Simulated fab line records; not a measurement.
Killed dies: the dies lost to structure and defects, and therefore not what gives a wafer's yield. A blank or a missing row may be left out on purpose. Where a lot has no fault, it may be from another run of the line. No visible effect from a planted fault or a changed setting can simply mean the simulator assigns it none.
fab line records	flow sky130
record: lots: 10	wafers: 29	lastDay: 50
route steps=708 shown VIA3@576 CAP2M@605 PAD_OPEN@708
lots that met no fault: taken from a fault-free run of the same line
startH: hours from the record's first day to the start of the lot's first wafer shown	waitH: hours elapsed since this lot's preceding step	" the same as in the row above	L1.1+2: a row that stands for several wafers	- either no value or no given start	* or withheld: withheld	< > ~ a bound
route shown NAME@n: NAME is a module with steps in the file, n the number in the route of the first one	usual: mean/standard deviation of fault-free wafers	same: alike in all rows	chamber/n: place in a boat	sites: the reading at each site	_std_site: how widely they spread, as a standard deviation	_edge_site: the outer-site mean with the inner-site mean subtracted	radiusMm: how far each site lies from the wafer's centre	mask NAME#n: copy n	behind: the most recent tool/chamber to have shaped the wafer	hold: why the lot was held/for how many hours/how that ended	device: names the non-switching transistor (n, p or np)	end of line: the tests these same wafers got at the end of their route	where a step has no rows: the recipe by itself	killed: dies lost to structure and defects at the first sort, not the wafer's yield	map: dies across one wafer; x = killed, . = not, _ = none there
set.NAME: the setting that was run; set.NAME@STEP: the one run at that earlier step	model.NAME: the simulator's own value behind a step, which no gauge read
one table for each step of the route and one row for each wafer, over a sample of lots
services: a tool's chamber out of use, with start hour (startH, from the record's first day; less than 0 if before it), hours out, and reason
== steps ==
step: SKY_VIA3_BOW_MEAS_03
recipe: mode: bow
usual: VIA3_BOW: 81/8.2
lot.wafer	tool	chamber	startH	waitH	VIA3_BOW[um]
L501.2	filmMetro-04	-	912.48	0.2	76
L501.3	"	-	"	"	75
L501.4	"	-	"	"	88
L502.1	filmMetro-04	-	914.21	0.1	86
L502.5	"	-	"	"	87
L502.6	"	-	"	"	73
L504.2	filmMetro-04	-	928.41	0.2	83
L504.4	"	-	"	"	81
L504.5	"	-	"	"	82
L505.1	filmMetro-02	-	935.58	0.1	62
L505.3	"	-	"	"	78
L505.4	"	-	"	"	78
L509.3	filmMetro-02	-	960.33	0.1	82
L509.5	"	-	"	"	86
L509.6	"	-	"	"	95
L513.1	filmMetro-02	-	985.47	0.2	76
L513.5	"	-	"	"	82
L513.6	"	-	"	"	78
L519.3	filmMetro-03	-	1029.86	0.1	93
L519.5	"	-	"	"	84
L522.2	filmMetro-03	-	1047.95	0.2	75
L522.3	"	-	"	"	85
L522.4	"	-	"	"	79
L523.3	filmMetro-02	-	1053.98	0.1	88
L523.4	"	-	"	"	72
L523.5	"	-	"	"	68
L524.1	filmMetro-04	-	1066.26	0.1	81
L524.3	"	-	"	"	86
L524.5	"	-	"	"	82
step: SKY_VIA3_CD_MEAS_12
recipe: targetCdNm: 200
usual: cdNm: 199.7/1.7
lot.wafer	tool	chamber	startH	waitH	cdNm
L501.2	cdSem-02	-	937.69	-	198.5
L501.3	"	-	"	"	197.3
L501.4	"	-	"	"	198.0
L502.1	cdSem-01	-	939.33	-	201.8
L502.5	"	-	"	"	202.2
L502.6	"	-	"	"	200.0
L504.2	cdSem-02	-	952.74	-	199.4
L504.4	"	-	"	"	199.7
L504.5	"	-	"	"	200.4
L505.1	cdSem-02	-	960.17	-	199.9
L505.3	"	-	"	"	201.4
L505.4	"	-	"	"	201.4
L509.3	cdSem-02	-	984.13	-	199.0
L509.5	"	-	"	"	199.7
L509.6	"	-	"	"	200.8
L513.1	cdSem-02	-	1009.02	-	200.2
L513.5	"	-	"	"	200.7
L513.6	"	-	"	"	201.3
L519.3	cdSem-01	-	1052.58	-	198.8
L519.5	"	-	"	"	197.8
L522.2	cdSem-01	-	1069.21	-	197.2
L522.3	"	-	"	"	199.5
L522.4	"	-	"	"	198.0
L523.3	cdSem-01	-	1074.73	-	201.5
L523.4	"	-	"	"	202.0
L523.5	"	-	"	"	201.0
L524.1	cdSem-01	-	1087.29	-	198.8
L524.3	"	-	"	"	200.3
L524.5	"	-	"	"	200.9
step: SKY_VIA3_CMP_24
recipe: stopOn: SiO2	tOverpolishS: 20	downForcePsi: 3.5	platenRpm: 60	targetThkNm: 0	padVelocityMS: 0.94248
usual: motorCurrentA: 11.6/0.93	overpolishRunS: 20.000/0.0094	timeToEndpointS: 92.9/2.9
lot.wafer	tool	chamber	startH	waitH	motorCurrentA	overpolishRunS	timeToEndpointS
L501.3	cmp-02	1	938.93	0.1	10.8	20.004	91.4
L501.2	"	2	"	"	10.8	20.009	93.0
L501.4	"	3	"	"	11.5	19.999	93.5
L502.1	cmp-02	1	940.74	0.2	10.7	19.996	100.4
L502.5	"	2	"	"	11.2	20.016	97.2
L502.6	"	3	"	"	11.8	20.010	98.0
L504.2	cmp-01	1	953.97	0.0	11.9	20.012	91.9
L504.4	"	2	"	"	11.3	19.998	94.9
L504.5	"	2	"	"	10.8	19.999	95.8
L505.3	cmp-02	2	961.38	0.0	11.1	20.006	96.1
L505.4	"	3	"	"	12.4	20.006	93.9
L505.1	"	0	"	"	12.6	20.012	97.1
L509.3	cmp-02	3	985.57	0.3	11.7	19.986	94.6
L509.5	"	1	"	"	10.4	19.983	92.4
L509.6	"	2	"	"	11.1	20.006	92.5
L513.1	cmp-02	0	1010.23	0.1	12.7	20.014	89.4
L513.5	"	0	"	"	12.7	20.014	92.5
L513.6	"	1	"	"	10.5	19.993	89.2
L519.3	cmp-01	1	1053.85	0.1	11.1	19.989	95.4
L519.5	"	1	"	"	12.1	19.996	91.8
L522.2	cmp-02	3	1070.45	0.0	11.9	19.985	93.2
L522.4	"	0	"	"	12.5	19.981	92.4
L522.3	"	2	"	"	10.3	20.002	89.4
L523.3	cmp-01	2	1075.96	0.1	12.5	19.999	98.7
L523.4	"	0	"	"	13.2	19.996	94.4
L523.5	"	1	"	"	12.1	19.988	88.9
L524.1	cmp-02	1	1088.70	0.2	10.5	20.010	94.3
L524.3	"	2	"	"	10.6	19.998	90.6
L524.5	"	0	"	"	13.2	20.003	91.8
step: SKY_CAP2M_SPUTTER_02
recipe: material: TiN	targetThkNm: 200	tempC: 300	powerW: 6500	timeS: 166.7	chamberPressurePa: 0.4
usual: throttleValvePct: 29.8/1.3
lot.wafer	tool	chamber	startH	waitH	throttleValvePct
L501.2	pvdSputter-02	-	939.42	0.0	30.1
L501.3	"	-	"	"	28.6
L501.4	"	-	"	"	28.5
L502.1	pvdSputter-02	-	941.12	0.1	30.4
L502.5	"	-	"	"	30.2
L502.6	"	-	"	"	29.7
L504.2	pvdSputter-02	-	954.51	0.0	28.7
L504.4	"	-	"	"	30.2
L504.5	"	-	"	"	29.6
L505.1	pvdSputter-01	-	961.92	0.1	31.9
L505.3	"	-	"	"	32.0
L505.4	"	-	"	"	32.3
L509.3	pvdSputter-01	-	986.01	0.0	31.9
L509.5	"	-	"	"	32.1
L509.6	"	-	"	"	29.9
L513.1	pvdSputter-02	-	1010.77	0.1	30.6
L513.5	"	-	"	"	29.4
L513.6	"	-	"	"	28.5
L519.3	pvdSputter-01	-	1054.33	0.0	29.8
L519.5	"	-	"	"	30.0
L522.2	pvdSputter-01	-	1070.98	0.0	31.8
L522.3	"	-	"	"	32.2
L522.4	"	-	"	"	32.2
L523.3	pvdSputter-02	-	1076.45	0.0	29.4
L523.4	"	-	"	"	28.3
L523.5	"	-	"	"	28.6
L524.1	pvdSputter-02	-	1089.29	0.1	30.3
L524.3	"	-	"	"	28.3
L524.5	"	-	"	"	30.6
step: SKY_CAP2M_RS_MEAS_03
recipe: thkMeasGauge: four-point-probe	reads: TiN_of_CAP2M_SPUTTER_02
usual: CAP2M_TIN_RS: 6.87/0.076
lot.wafer	tool	chamber	startH	waitH	hold	CAP2M_TIN_RS[ohm/sq]
L501.2	filmMetro-03	-	939.55	0.1	-	6.84
L501.3	"	-	"	"	-	6.84
L501.4	"	-	"	"	-	6.82
L502.1	filmMetro-01	-	941.23	0.1	-	6.79
L502.5	"	-	"	"	-	6.82
L502.6	"	-	"	"	-	6.74
L504.2	filmMetro-04	-	954.64	0.1	-	6.74
L504.4	"	-	"	"	-	6.74
L504.5	"	-	"	"	-	6.70
L505.1	filmMetro-01	-	962.03	0.1	-	6.75
L505.3	"	-	"	"	-	6.89
L505.4	"	-	"	"	-	6.81
L509.3	filmMetro-04	-	986.16	0.1	-	6.95
L509.5	"	-	"	"	-	7.01
L509.6	"	-	"	"	-	7.00
L513.1	filmMetro-04	-	1010.88	0.1	-	6.84
L513.5	"	-	"	"	-	6.93
L513.6	"	-	"	"	-	6.84
L519.3	filmMetro-01	-	1054.48	0.1	awaitDispo/0.2h/release	7.15
L519.5	"	-	"	"	awaitDispo/0.2h/release	7.23
L519.3	filmMetro-01	-	1054.77	0.3	-	7.15
L519.5	"	-	"	"	-	7.23
L522.2	filmMetro-01	-	1071.11	0.1	awaitDispo/0.2h/release	7.11
L522.3	"	-	"	"	awaitDispo/0.2h/release	7.23
L522.4	"	-	"	"	awaitDispo/0.2h/release	7.11
L522.2	filmMetro-01	-	1071.40	0.3	-	7.09
L522.3	"	-	"	"	-	7.23
L522.4	"	-	"	"	-	7.10
L523.3	filmMetro-01	-	1076.60	0.1	-	6.78
L523.4	"	-	"	"	-	6.83
L523.5	"	-	"	"	-	6.84
L524.1	filmMetro-01	-	1089.40	0.1	-	6.88
L524.3	"	-	"	"	-	6.85
L524.5	"	-	"	"	-	6.85
step: SKY_CAP2M_THK_MEAS_04
recipe: thkMeasGauge: xrf	reads: TiN_of_CAP2M_SPUTTER_02
usual: CAP2M_TIN_THK: 202.8/2.2
lot.wafer	tool	chamber	startH	waitH	hold	CAP2M_TIN_THK[nm]
L501.2	filmMetro-03	-	939.66	0.1	-	203.5
L501.3	"	-	"	"	-	203.6
L501.4	"	-	"	"	-	203.3
L502.1	filmMetro-01	-	941.35	0.1	-	205.9
L502.5	"	-	"	"	-	205.3
L502.6	"	-	"	"	-	207.6
L504.2	filmMetro-04	-	954.75	0.1	-	207.1
L504.4	"	-	"	"	-	206.8
L504.5	"	-	"	"	-	206.6
L505.1	filmMetro-01	-	962.15	0.1	-	205.8
L505.3	"	-	"	"	-	202.3
L505.4	"	-	"	"	-	204.5
L509.3	filmMetro-04	-	986.26	0.1	-	201.5
L509.5	"	-	"	"	-	199.0
L509.6	"	-	"	"	-	199.7
L513.1	filmMetro-04	-	1011.00	0.1	-	203.0
L513.5	"	-	"	"	-	200.6
L513.6	"	-	"	"	-	203.0
L519.3	filmMetro-01	-	1060.58	5.8	awaitDispo/0.2h/release	194.7
L519.5	"	-	"	"	awaitDispo/0.2h/release	193.1
L519.3	filmMetro-01	-	1060.86	0.3	-	193.7
L519.5	"	-	"	"	-	192.5
L522.2	filmMetro-01	-	1074.35	2.9	awaitDispo/0.2h/release	195.7
L522.3	"	-	"	"	awaitDispo/0.2h/release	191.6
L522.4	"	-	"	"	awaitDispo/0.2h/release	196.8
L522.2	filmMetro-01	-	1074.68	0.3	-	196.0
L522.3	"	-	"	"	-	192.0
L522.4	"	-	"	"	-	196.1
L523.3	filmMetro-01	-	1076.70	0.1	-	204.7
L523.4	"	-	"	"	-	203.4
L523.5	"	-	"	"	-	202.7
L524.1	filmMetro-01	-	1089.52	0.1	-	202.7
L524.3	"	-	"	"	-	203.2
L524.5	"	-	"	"	-	203.3
step: SKY_CAP2M_METAL_ETCH_13
recipe: targetDepthNm: 220	stopOn: SiO2	chemistry: Cl2/BCl3	target: TiN	pressureMtorr: 10	icpW: 900	biasW: 48.5	Cl2_flow_sccm: 60	bcl3FlowSccm: 30	timeS: 62.9
usual: bcl3FlowSccm: 30.00/0.098	drypumpMotorCurrentA: 5.46/0.24	oesProductAu: 0.944/0.0077	throttleValvePct: 21.901/0.011
lot.wafer	tool	chamber	startH	waitH	bcl3FlowSccm	drypumpMotorCurrentA	oesProductAu	rfHoursCounterH	throttleValvePct
L501.2	rieMetal-02	1	963.55	0.0	29.98	5.79	0.952	5	21.889
L501.3	"	0	"	"	30.05	5.72	0.955	-	21.912
L501.4	"	1	"	"	29.99	5.76	0.954	-	21.913
L502.1	rieMetal-04	1	965.22	0.0	30.24	5.37	0.949	5	21.919
L502.5	"	1	"	"	30.02	5.39	0.946	-	21.916
L502.6	"	0	"	"	30.00	5.27	0.957	-	21.870
L504.2	rieMetal-04	1	978.72	0.0	29.94	5.37	0.952	6	21.908
L504.4	"	1	"	"	30.10	5.37	0.958	-	21.897
L504.5	"	1	"	"	30.11	5.37	0.958	-	21.900
L505.1	rieMetal-01	1	985.42	0.0	30.11	5.25	0.941	7	21.896
L505.3	"	1	"	"	29.97	5.26	0.941	-	21.883
L505.4	"	0	"	"	29.81	5.19	0.954	-	21.884
L509.3	rieMetal-01	1	1009.48	0.1	29.98	5.25	0.944	-	21.901
L509.5	"	1	"	"	30.02	5.24	0.941	-	21.923
L509.6	"	1	"	"	29.95	5.25	0.933	-	21.933
L513.1	rieMetal-01	1	1033.77	0.0	30.00	5.25	0.943	12	21.896
L513.5	"	0	"	"	30.04	5.16	0.935	-	21.902
L513.6	"	1	"	"	30.02	5.25	0.948	-	21.878
L519.3	rieMetal-02	0	1075.05	0.0	30.08	5.73	0.924	-	21.911
L519.5	"	1	"	"	30.02	5.77	0.930	-	21.928
L522.2	rieMetal-01	0	1092.07	0.0	29.99	5.17	0.922	17	21.909
L522.3	"	1	"	"	30.00	5.24	0.920	-	21.915
L522.4	"	0	"	"	29.94	5.19	0.921	-	21.919
L523.3	rieMetal-02	0	1096.72	0.1	29.99	5.69	0.956	-	21.895
L523.4	"	0	"	"	30.06	5.70	0.944	-	21.896
L523.5	"	0	"	"	30.05	5.71	0.940	-	21.887
L524.1	rieMetal-04	0	1109.51	0.0	30.03	5.29	0.943	12	21.902
L524.3	"	0	"	"	30.14	5.29	0.957	-	21.895
L524.5	"	0	"	"	30.21	5.29	0.945	-	21.900
step: SKY_PAD_OPEN_PROBE_99
usual: defectLimitedYield: 82.2/1.9	killed_at_M0_to_M3: 43/6.3	killed_at_M4_up: 3.3/1.7	killedAtContacts: 24/5.4	killedAtFrontEnd: 16/4.6	killedAtOther: 0.4/0.7	killedDies: 87/9.4	killedOpen: 47/6.9	killedShort: 39/6.1	sort_bin_3_pad_short: 0.9/0.45	sort_bin_5_function: 10.6/1.5	sort_bin_6_memory: 6.3/1.2	sortNPass: 405/9.4	sortYieldPct: 82.2/1.9
same: grossDies: 492	killedAtBackSide: 0	sort_bin_4_leakage[%]: 0	sort_bin_8_speed[%]: 0
lot.wafer	tool	chamber	startH	waitH	defectLimitedYield[%]	killed_at_M0_to_M3	killed_at_M4_up	killedAtContacts	killedAtFrontEnd	killedAtOther	killedDies	killedOpen	killedShort	sort_bin_3_pad_short[%]	sort_bin_5_function[%]	sort_bin_6_memory[%]	sortNPass	sortYieldPct[%]
L501.2	prober-01	-	1083.70	0.1	83.5	43	5	17	15	1	81	45	36	0.8	9.8	5.9	411	83.5
L501.3	prober-01	-	1083.75	0.2	82.1	44	2	22	20	0	88	48	40	1.4	11.2	5.3	404	82.1
L501.4	prober-01	-	1083.80	0.2	82.3	40	2	33	12	0	87	48	39	0.8	10.2	6.7	405	82.3
L502.1	prober-02	-	1086.20	0.1	80.9	47	3	24	20	0	94	48	46	1.0	10.8	7.3	398	80.9
L502.5	prober-02	-	1086.40	0.2	83.5	42	1	20	18	0	81	45	34	0.8	8.7	6.9	411	83.5
L502.6	prober-02	-	1086.45	0.2	81.1	42	4	29	17	1	93	44	49	0.6	11.6	6.7	399	81.1
L504.2	prober-02	-	1096.33	0.1	81.1	52	7	20	12	2	93	59	34	1.2	11.8	5.9	399	81.1
L504.4	prober-02	-	1096.43	0.2	79.1	49	4	28	21	1	103	52	50	1.4	12.0	7.5	389	79.1
L504.5	prober-02	-	1096.48	0.2	84.6	34	1	27	14	0	76	38	35	0.6	9.1	5.7	416	84.6
L505.1	prober-01	-	1102.79	0.1	82.3	37	5	29	16	0	87	44	43	0.4	10.8	6.5	405	82.3
L505.3	prober-01	-	1102.89	0.2	83.7	38	7	19	16	0	80	43	37	1.4	6.9	7.9	412	83.7
L505.4	prober-01	-	1102.94	0.2	81.7	42	3	27	17	1	90	56	33	0.6	11.0	6.7	402	81.7
L509.3	prober-02	-	1124.05	0.2	81.3	50	4	22	16	0	92	43	48	1.2	12.2	5.3	400	81.3
L509.5	prober-02	-	1124.15	0.2	81.9	46	2	22	19	0	89	47	41	0.8	10.2	7.1	403	81.9
L509.6	prober-02	-	1124.20	0.2	81.5	56	3	19	13	0	91	47	43	1.4	9.8	7.3	401	81.5
L513.1	prober-01	-	1144.28	0.1	81.3	50	3	20	19	0	92	52	40	0.2	10.6	7.9	400	81.3
L513.5	prober-01	-	1144.48	0.2	82.9	41	7	15	21	0	84	40	44	1.2	8.5	7.3	408	82.9
L513.6	prober-01	-	1144.53	0.2	82.3	43	1	23	19	1	87	47	40	0.6	10.2	6.9	405	82.3
L519.3	prober-01	-	1176.42	0.2	79.5	54	3	18	26	0	101	57	44	1.2	13.6	5.7	391	79.5
L519.5	prober-01	-	1176.52	0.2	79.5	51	3	30	17	0	101	50	51	0.6	13.0	6.9	391	79.5
L522.2	prober-02	-	1191.74	0.1	81.7	39	8	28	15	0	90	50	40	1.2	10.2	6.9	402	81.7
L522.3	prober-02	-	1191.79	0.2	84.1	36	4	31	6	1	78	42	36	1.0	10.8	4.1	414	84.1
L522.4	prober-02	-	1191.84	0.2	81.9	42	3	26	17	1	89	53	36	1.2	10.8	6.1	403	81.9
L523.3	prober-01	-	1192.78	0.2	86.0	31	3	18	16	1	69	32	37	1.6	6.9	5.5	423	86.0
L523.4	prober-01	-	1192.83	0.2	79.9	51	0	25	23	0	99	51	48	1.2	12.0	6.9	393	79.9
L523.5	prober-01	-	1192.88	0.2	78.5	43	5	32	26	0	106	60	46	1.8	12.2	7.5	386	78.5
L524.1	prober-01	-	1203.98	0.1	81.9	42	2	22	22	1	89	42	47	1.0	13.2	3.9	403	81.9
L524.3	prober-01	-	1204.08	0.2	80.1	39	2	32	23	2	98	52	44	1.4	13.8	4.7	394	80.1
L524.5	prober-01	-	1204.18	0.2	83.5	37	2	27	15	0	81	40	41	1.6	9.3	5.5	411	83.5
killed by level:class
L501.2 VIA1:geometricParticle:open=15 METAL1:geometricParticle:short=7 CONTACT:geometricParticle:open=6 VIA3:geometricParticle:open=6 FIELD_ISO:geometricParticle:open=5 VIA1:geometricParticle:short=5 LI_CONTACT:geometricParticle:open=4 METAL4:geometricParticle:short=4
L501.3 VIA1:geometricParticle:open=13 VIA1:geometricParticle:short=8 FIELD_ISO:geometricParticle:open=7 FIELD_ISO:geometricParticle:short=6 LI_CONTACT:geometricParticle:open=6 CONTACT:geometricParticle:open=6 VIA2:geometricParticle:open=6 LOCAL_INTERCONNECT:geometricParticle:short=5
L501.4 CONTACT:geometricParticle:open=12 LI_CONTACT:geometricParticle:open=11 METAL2:geometricParticle:short=8 VIA1:geometricParticle:open=8 VIA1:geometricParticle:short=7 VIA2:geometricParticle:open=6 CONTACT:geometricParticle:short=5 VIA2:geometricParticle:short=3
L502.1 POLY_GATE:geometricParticle:open=8 LI_CONTACT:geometricParticle:open=7 METAL1:geometricParticle:short=7 VIA1:geometricParticle:short=7 VIA1:geometricParticle:open=6 VIA2:geometricParticle:open=6 VIA3:geometricParticle:open=6 CONTACT:geometricParticle:open=5
L502.5 LI_CONTACT:geometricParticle:open=8 VIA1:geometricParticle:open=7 VIA3:geometricParticle:open=7 METAL1:geometricParticle:short=6 FIELD_ISO:geometricParticle:open=5 SPACER:geometricParticle:open=5 METAL2:geometricParticle:short=5 LOCAL_INTERCONNECT:geometricParticle:short=4
L502.6 CONTACT:geometricParticle:open=9 LOCAL_INTERCONNECT:geometricParticle:short=8 VIA1:geometricParticle:open=7 VIA2:geometricParticle:open=7 POLY_GATE:geometricParticle:short=6 METAL2:geometricParticle:short=6 VIA1:geometricParticle:short=5 METAL3:geometricParticle:short=5
L504.2 VIA1:geometricParticle:open=14 VIA3:geometricParticle:open=9 VIA2:geometricParticle:open=9 CONTACT:geometricParticle:open=7 METAL2:geometricParticle:short=7 FIELD_ISO:geometricParticle:open=6 LI_CONTACT:geometricParticle:open=6 METAL1:geometricParticle:short=6
L504.4 VIA1:geometricParticle:open=13 CONTACT:geometricParticle:open=9 VIA2:geometricParticle:open=9 METAL1:geometricParticle:short=6 VIA2:geometricParticle:short=6 LOCAL_INTERCONNECT:geometricParticle:short=5 CONTACT:geometricParticle:short=5 POLY_GATE:geometricParticle:short=4
L504.5 CONTACT:geometricParticle:open=8 VIA2:geometricParticle:open=8 LI_CONTACT:geometricParticle:open=7 POLY_GATE:geometricParticle:short=6 CONTACT:geometricParticle:short=6 VIA1:geometricParticle:open=6 METAL1:geometricParticle:short=4 VIA1:geometricParticle:short=4
L505.1 CONTACT:geometricParticle:open=12 METAL1:geometricParticle:short=7 VIA1:geometricParticle:open=7 FIELD_ISO:geometricParticle:open=6 LOCAL_INTERCONNECT:geometricParticle:short=5 VIA3:geometricParticle:open=5 FIELD_ISO:geometricParticle:short=4 METAL4:geometricParticle:short=4
L505.3 CONTACT:geometricParticle:open=9 VIA1:geometricParticle:open=8 METAL1:geometricParticle:short=6 VIA3:geometricParticle:open=6 FIELD_ISO:geometricParticle:open=5 FIELD_ISO:geometricParticle:short=5 VIA2:geometricParticle:open=5 METAL4:geometricParticle:short=5
L505.4 CONTACT:geometricParticle:open=10 VIA1:geometricParticle:open=9 LI_CONTACT:geometricParticle:open=8 VIA2:geometricParticle:open=8 VIA3:geometricParticle:open=6 POLY_GATE:geometricParticle:open=5 CONTACT:geometricParticle:short=5 VIA1:geometricParticle:short=5
L509.3 VIA1:geometricParticle:open=11 VIA2:geometricParticle:short=8 CONTACT:geometricParticle:open=7 METAL1:geometricParticle:short=7 VIA1:geometricParticle:short=6 VIA2:geometricParticle:open=6 FIELD_ISO:geometricParticle:open=5 CONTACT:geometricParticle:short=5
L509.5 VIA1:geometricParticle:open=14 VIA2:geometricParticle:open=9 CONTACT:geometricParticle:open=9 FIELD_ISO:geometricParticle:short=6 CONTACT:geometricParticle:short=6 METAL1:geometricParticle:short=6 SPACER:geometricParticle:short=4 VIA1:geometricParticle:short=4
L509.6 VIA1:geometricParticle:open=13 VIA2:geometricParticle:open=11 CONTACT:geometricParticle:short=6 VIA3:geometricParticle:open=6 VIA3:geometricParticle:short=6 LOCAL_INTERCONNECT:geometricParticle:short=5 FIELD_ISO:geometricParticle:short=4 LI_CONTACT:geometricParticle:open=4
L513.1 VIA1:geometricParticle:open=12 METAL2:geometricParticle:short=9 CONTACT:geometricParticle:open=8 VIA2:geometricParticle:open=8 VIA3:geometricParticle:open=6 FIELD_ISO:geometricParticle:short=5 POLY_GATE:geometricParticle:open=5 LI_CONTACT:geometricParticle:open=5
L513.5 METAL1:geometricParticle:short=8 VIA1:geometricParticle:open=7 POLY_GATE:geometricParticle:short=6 VIA1:geometricParticle:short=6 METAL2:geometricParticle:short=6 VIA3:geometricParticle:open=5 LI_CONTACT:geometricParticle:open=5 CONTACT:geometricParticle:open=5
L513.6 CONTACT:geometricParticle:open=11 VIA1:geometricParticle:open=7 FIELD_ISO:geometricParticle:open=7 VIA3:geometricParticle:open=7 METAL2:geometricParticle:short=7 FIELD_ISO:geometricParticle:short=5 POLY_GATE:geometricParticle:open=5 METAL1:geometricParticle:short=5
L519.3 VIA3:geometricParticle:open=14 VIA1:geometricParticle:open=9 FIELD_ISO:geometricParticle:open=8 CONTACT:geometricParticle:open=8 VIA2:geometricParticle:open=8 POLY_GATE:geometricParticle:short=7 METAL2:geometricParticle:short=6 METAL1:geometricParticle:short=5
L519.5 VIA1:geometricParticle:open=14 VIA2:geometricParticle:open=10 CONTACT:geometricParticle:open=9 CONTACT:geometricParticle:short=7 VIA1:geometricParticle:short=6 METAL2:geometricParticle:short=6 LI_CONTACT:geometricParticle:short=6 FIELD_ISO:geometricParticle:short=5
L522.2 CONTACT:geometricParticle:open=12 CONTACT:geometricParticle:short=7 METAL1:geometricParticle:short=7 VIA1:geometricParticle:open=7 LI_CONTACT:geometricParticle:open=6 METAL2:geometricParticle:short=6 VIA3:geometricParticle:open=6 VIA1:geometricParticle:short=5
L522.3 CONTACT:geometricParticle:open=14 VIA1:geometricParticle:open=8 CONTACT:geometricParticle:short=7 METAL2:geometricParticle:short=7 LI_CONTACT:geometricParticle:open=7 VIA3:geometricParticle:open=5 METAL4:geometricParticle:short=4 FIELD_ISO:geometricParticle:open=3
L522.4 VIA3:geometricParticle:open=10 METAL2:geometricParticle:short=8 CONTACT:geometricParticle:open=8 LI_CONTACT:geometricParticle:open=7 FIELD_ISO:geometricParticle:open=5 VIA1:geometricParticle:open=5 VIA2:geometricParticle:open=5 LOCAL_INTERCONNECT:geometricParticle:short=4
L523.3 VIA1:geometricParticle:open=7 VIA3:geometricParticle:open=6 FIELD_ISO:geometricParticle:open=5 POLY_GATE:geometricParticle:short=5 LOCAL_INTERCONNECT:geometricParticle:short=5 CONTACT:geometricParticle:open=5 VIA1:geometricParticle:short=5 CONTACT:geometricParticle:short=4
L523.4 CONTACT:geometricParticle:open=9 VIA1:geometricParticle:open=9 POLY_GATE:geometricParticle:open=8 VIA1:geometricParticle:short=7 METAL1:geometricParticle:short=6 METAL2:geometricParticle:short=6 VIA2:geometricParticle:short=5 LI_CONTACT:geometricParticle:open=5
L523.5 VIA1:geometricParticle:open=11 LI_CONTACT:geometricParticle:open=9 CONTACT:geometricParticle:open=8 VIA2:geometricParticle:open=7 FIELD_ISO:geometricParticle:open=6 FIELD_ISO:geometricParticle:short=5 POLY_GATE:geometricParticle:short=5 LOCAL_INTERCONNECT:geometricParticle:short=5
L524.1 METAL2:geometricParticle:short=11 LI_CONTACT:geometricParticle:open=8 VIA1:geometricParticle:open=7 FIELD_ISO:geometricParticle:short=6 POLY_GATE:geometricParticle:short=6 CONTACT:geometricParticle:open=5 VIA3:geometricParticle:open=5 FIELD_ISO:geometricParticle:open=4
L524.3 LI_CONTACT:geometricParticle:open=10 LI_CONTACT:geometricParticle:short=7 CONTACT:geometricParticle:open=7 VIA1:geometricParticle:open=7 VIA2:geometricParticle:open=7 METAL2:geometricParticle:short=6 FIELD_ISO:geometricParticle:open=5 FIELD_ISO:geometricParticle:short=5
L524.5 CONTACT:geometricParticle:open=8 LI_CONTACT:geometricParticle:open=7 CONTACT:geometricParticle:short=7 VIA1:geometricParticle:short=7 VIA1:geometricParticle:open=5 METAL2:geometricParticle:short=5 POLY_GATE:geometricParticle:short=4 POLY_GATE:geometricParticle:open=4
== services ==
tool	chamber	startH	hours	kind
cmp-01	-	932.72	3.7	repair
rieMetal-01	-	938.33	0.2	repair
rieMetal-01	1	940.50	29.5	repair
cmp-02	-	941.84	3.0	repair
cmp-02	-	950.30	9.6	repair
cmp-01	-	979.45	0.2	repair
cmp-01	-	980.92	1.7	repair
cmp-01	-	982.61	6.2	pm
rieMetal-04	-	1003.10	14.6	pm
rieMetal-01	0	1003.45	23.9	repair
pvdSputter-01	-	1003.49	7.4	repair
pvdSputter-01	-	1011.39	7.3	repair
rieMetal-04	-	1019.08	6.4	repair
rieMetal-01	-	1026.39	2.8	pm
rieMetal-04	1	1032.74	3.1	repair
pvdSputter-02	-	1043.98	5.8	repair
cmp-01	-	1069.86	2.9	pm
pvdSputter-02	-	1073.47	2.4	repair
rieMetal-04	-	1075.04	2.8	pm
pvdSputter-02	-	1079.52	3.3	repair
pvdSputter-02	-	1083.30	1.7	repair
cmp-02	-	1084.00	4.0	pm
rieMetal-04	1	1086.66	51.4	repair
rieMetal-01	-	1105.21	14.6	pm
== key ==
firstSign: step: SKY_CAP2M_RS_MEAS_03	reading: visit	direction: added
effect: step: SKY_CAP2M_RS_MEAS_03	reading: CAP2M_TIN_RS	direction: up	sigmas: 3.9	usual: 6.87	struck: 7.17
effect: step: SKY_CAP2M_THK_MEAS_04	reading: visit	direction: added
effect: step: SKY_CAP2M_METAL_ETCH_13	reading: oesProductAu	direction: down	sigmas: 2.7	usual: 0.944	struck: 0.923
metAt SKY_CAP2M_SPUTTER_02
struckLots L519,L522
notActingAt SKY_VIA3_BOW_MEAS_03,SKY_VIA3_CD_MEAS_12,SKY_VIA3_CMP_24
onsetBetween 986.01 1054.33
fault: kind: processParameterDrift	tool: pvdSputter-01	chamber: -	onsetH: 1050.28	steps: SKY_CAP2M_SPUTTER_02	channel: timeS	offset: *	shape: step	endH: 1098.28	actsIn: *	stated: *
